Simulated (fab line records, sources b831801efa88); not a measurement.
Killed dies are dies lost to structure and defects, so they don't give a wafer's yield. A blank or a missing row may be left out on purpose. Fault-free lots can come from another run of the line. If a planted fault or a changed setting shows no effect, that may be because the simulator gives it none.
2 desks looking at one fault -- flow sky130 -- what lay behind the numbers comes last; until then each desk has only its own

## DESK OF THE TOOL OWNER: rie-diel-02
The tool's own readings at SKY_FIELD_ISO_ETCH_15 (etches the open film in CHF3/O2, stops on Si, target depth 180 nm, time 72 s): means of the sampled wafers that have a number, for each lot that ran on this tool. A lot is out of limits, marked OUT, if its mean lies more than 4 standard deviations from the usual mean; the brackets give that distance.
Columns: A = drypump-motor-current-A at SKY_FIELD_ISO_ETCH_15, usual 5.5 A; B = oes-product-au at SKY_FIELD_ISO_ETCH_15, usual 0.949 a.u.; C = run-length-s at SKY_FIELD_ISO_ETCH_15, usual 100.3 s; D = throttle-valve-pct at SKY_FIELD_ISO_ETCH_15, usual 8.844 %
lot,first seen here,A,B,C,D
L507,day 2 08:50,4.9,0.946,101.0,8.845
L516,day 4 08:59,5.3,0.961,96.8 (-7.7) OUT,8.849
L517,day 4 17:17,5.3,0.981 (+5.2) OUT,93.3 (-15) OUT,8.847
This desk finds L516, L517 out of limits, L516 being first, at day 4 08:59 (run-length-s at SKY_FIELD_ISO_ETCH_15). L507 stayed within limits.

## AT THE METROLOGY DESK
What the gauges read, lot by lot, whatever tool the lot ran on: means of the sampled wafers that have a number. A lot is out of limits, marked OUT, if its mean lies more than 4 standard deviations from the usual mean; the brackets give that distance.
Columns: A = FIELD_ISO_CVD_03_THK at SKY_FIELD_ISO_THK_MEAS_04, usual 166.0 nm; B = cd-nm at SKY_FIELD_ISO_CD_MEAS_13, usual 150.1 nm
lot,first seen here,A,B
L507,day 1 18:29,165.1,150.3
L516,day 3 16:50,166.8,150.3
L517,day 4 00:33,167.7,149.3
L524,day 5 08:22,168.3,150.5
L526,day 5 17:33,166.4,150.4
L528,day 6 04:14,165.5,150.4
This desk's finding: nothing out of limits on any of the 6 lots.

## ALL TOGETHER
On L516, L517, at day 4 08:59, an alarm was possible from the tool owner's desk.
Metrology desk: nothing out of limits seen.
The metrology desk has L516, L517 on record, within its limits.
Of the lots named, all ran SKY_FIELD_ISO_ETCH_15 on rie-diel-02.

## WHAT THE SIMULATOR HAD INSERTED
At SKY_FIELD_ISO_ETCH_15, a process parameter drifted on rie-diel-02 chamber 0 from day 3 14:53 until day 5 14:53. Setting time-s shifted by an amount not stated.
Shown lots that were struck: L516, L517.
Each desk's first reading out of limits, in hours after the fault started: the tool owner's desk, 18.
